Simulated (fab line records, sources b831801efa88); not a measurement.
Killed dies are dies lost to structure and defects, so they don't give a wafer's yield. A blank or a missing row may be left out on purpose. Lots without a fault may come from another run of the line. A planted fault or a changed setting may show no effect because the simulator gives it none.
Chamber matching | flow gf180mcu | GF_V3_CMP_04 on cmp-02: 4 sister chambers
The step polishes SiO2. 8 wafers are shown with their chamber, then 11 later ones without.

WAFERS WITH THEIR CHAMBER
wafer  | chamber | motor_current_A (A) | time_to_endpoint_s (s)
L859.6 | 3       | 13.6                | 80
L860.4 | 3       | 12.5                | 77
L867.4 | 2       | 14.1                | 83
L867.5 | 1       | 13.5                | 80
L868.3 | 1       | 12.3                | 81
L868.4 | 2       | 14.1                | 86
L868.5 | 0       | 11.8                | 91
L870.3 | 0       | 12.2                | 76

WAFERS WITHOUT THEIR CHAMBER
wafer  | motor_current_A (A) | time_to_endpoint_s (s)
L870.5 | 13.1                | 77
L870.6 | 11.8                | 76
L874.2 | 13.2                | 76
L874.3 | 11.8                | 74
L874.4 | 13.7                | 84
L875.2 | 12.7                | 81
L875.4 | 13.9                | 86
L875.6 | 14.6                | 85
L876.3 | 12.5                | 80
L876.5 | 12.3                | 82
L876.6 | 14.2                | 84

WHICH CHAMBER EACH WENT THROUGH
wafer  | from the rows above               | in truth
L870.5 | can't be placed: 3 or 1 or 2 or 0 | 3
L870.6 | can't be placed: 0 or 1 or 3      | 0
L874.2 | can't be placed: 3 or 1 or 2 or 0 | 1
L874.3 | can't be placed: 0 or 1 or 3      | 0
L874.4 | can't be placed: 2 or 3 or 1      | 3
L875.2 | can't be placed: 1 or 3 or 0      | 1
L875.4 | can't be placed: 2 or 1 or 3      | 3
L875.6 | 2                                 | 2
L876.3 | can't be placed: 1 or 3 or 0      | 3
L876.5 | can't be placed: 0 or 1 or 3      | 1
L876.6 | can't be placed: 2 or 3           | 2
Placed correctly: 1 of 11. Can't be placed from these rows: 10 (the true chamber is among the candidates in 10). Placed wrongly: 0.
How it was worked out, from the rows above alone: a wafer's distance from a chamber is the root of the sum, over the readings, of the square of ((its reading less the chamber's mean) divided by the reading's scatter). The wafer belongs to the nearest chamber; if the next one is less than 2 further off, it can't be placed. A chamber's mean is the mean of its shown wafers. The scatter: the root of (the sum of the squares of (reading less its chamber's mean) over the shown wafers, divided by (wafers less chambers)).
